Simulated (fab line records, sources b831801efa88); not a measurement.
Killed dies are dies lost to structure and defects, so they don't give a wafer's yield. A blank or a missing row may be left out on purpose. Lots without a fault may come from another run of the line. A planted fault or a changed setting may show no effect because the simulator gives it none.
Which tool did it? | flow gf180mcu | 12 lots, 36 wafers sampled, at 1 step of a route of 602

WHAT THE GAUGES READ, wafer by wafer
GF_V1_THK_MEAS_25: measures by xrf.
lot  | measured     | on            | V1_W_THK (nm)
L075 | day 18 11:10 | film_metro-02 | 364 363 364
L077 | day 19 07:08 | film_metro-03 | 348 347 344
L079 | day 20 02:16 | film_metro-01 | 346 348 342
L081 | day 20 19:54 | film_metro-03 | 353 354 358
L083 | day 21 19:14 | film_metro-03 | 352 354 356
L085 | day 22 10:15 | film_metro-02 | 358 345 351
L087 | day 22 21:44 | film_metro-02 | 357 354 355
L089 | day 23 17:02 | film_metro-02 | 351 349 343
L091 | day 24 07:53 | film_metro-02 | 351 345 345
L093 | day 25 01:03 | film_metro-01 | 345 349 348
L095 | day 25 16:02 | film_metro-03 | 350 351 351
L097 | day 26 08:51 | film_metro-03 | 348 344 347

WHICH TOOL RAN EACH LOT (tool, then ch and the chambers of the sampled wafers, then the start)
The record holds no process step before these readings.

THE ANSWER, worked out from the rows above alone
Rule: what is usual is taken from the lots themselves. Put in order of their means at a reading, lots are off if they are a third of the lots or fewer, leave a main group of 4 or more, and stand apart from it by a gap of 3 or more times the standard deviation of the main group's means; of several such gaps the widest counts. A main group whose means are all the same, to the digits that the tables above print for the reading, isn't used. A lot without any number at a reading at which 4 lots or more have one is off too. The other lots that the step has rows for count as sound.
No lot is off at any reading shown: from this, nothing can be told.

WHAT THE SIMULATOR HAD PUT IN
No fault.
